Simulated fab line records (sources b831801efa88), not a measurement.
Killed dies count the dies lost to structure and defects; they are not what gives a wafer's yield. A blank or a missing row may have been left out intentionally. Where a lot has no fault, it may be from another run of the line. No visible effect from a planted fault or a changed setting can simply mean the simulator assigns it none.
A struck lot beside a sound one | flow gf180mcu | 14 out of 602 route steps
Sound: the wafers L265.1, L265.2, L265.3. Wafers struck: L261.1, L261.2, L261.4. Last of all comes the cause.
At each step with rows: each side's tool, then ch and its chambers, then its first start. Under that, the readings that differ: sound wafers | struck wafers | difference of the means | sigmas: that difference in standard deviations of wafers without a fault.
alike: a reading whose means differ by less than 2 such deviations, as well as words and numbers matching on both sides. not compared: withheld readings; readings where some wafer has no value; bounds like >300 that might hide an equal value; numbers whose values overlap and for which the record gives no deviation.
The two part at a step that has a row with sigmas, a row that says differs or no value, or rows on one side only. Numbers that don't overlap but have no deviation are shown without sigmas and don't part them. A reading missing from all wafers of one side parts the sides only when that side holds two or more wafers.

first, 1 step without rows for these wafers: GF_V5_CVD_00 (deposits SiO2, target thk 300 nm, time 50 s).
GF_V5_THK_MEAS_01:
  sound: filmMetro-02 at day 32 01:56; struck: filmMetro-02 at day 30 18:40
  alike: V5_CVD_00_THK
GF_V5_CVD_02: deposits SiO2 from TEOS, target thk 1450 nm, time 163.28 s.
  sound on pecvd-04 ch 0,1,2, day 32 02:00; struck on pecvd-01 ch 0,2, day 30 18:43
  alike: heaterPowerW, susceptorTempC
  not compared: sinceWetCleanH
GF_V5_THK_MEAS_03:
  sound: filmMetro-01 at day 32 02:07; struck: filmMetro-02 at day 30 18:50
  alike: V5_CVD_02_THK
GF_V5_CMP_04: polishes SiO2.
  sound on cmp-01 ch 0,2,3, day 32 02:22; struck on cmp-02 ch 0,1,2, day 30 18:53
  alike: motorCurrentA
GF_V5_BOW_MEAS_05:
  sound: filmMetro-02 at day 32 02:37; struck: filmMetro-01 at day 30 19:12
  alike: V5_BOW
then, 6 steps without rows for these wafers: GF_V5_DEHYDRATE_06 (time 60 s); GF_V5_HMDS_07 (prime time 60 s); GF_V5_COAT_08; GF_V5_COAT_09 (resist thk 1000 nm); GF_V5_SOFTBAKE_10 (time 60 s); GF_V5_EXPOSE_11 (exposes mask Via5, target cd 260 nm).
GF_V5_PEB_12: peb time 94.44 s.
  struck on lithoTrack-04, day 31 12:54; sound on lithoTrack-04 ch 0, day 32 18:42
  no value came back on the struck wafers for chillPlateTempC (C), exhaustPa (Pa), plateSensorTCentreC (C), plateSensorTEdgeC (C); on the sound wafers chillPlateTempC (C) reads 23.15 23.17 23.08
then, 1 step without rows for these wafers: GF_V5_DEVELOP_13 (develop time 60 s).

WHERE THEY PART
GF_V5_PEB_12 only, going by this record.

WHY: the cause the simulator had injected
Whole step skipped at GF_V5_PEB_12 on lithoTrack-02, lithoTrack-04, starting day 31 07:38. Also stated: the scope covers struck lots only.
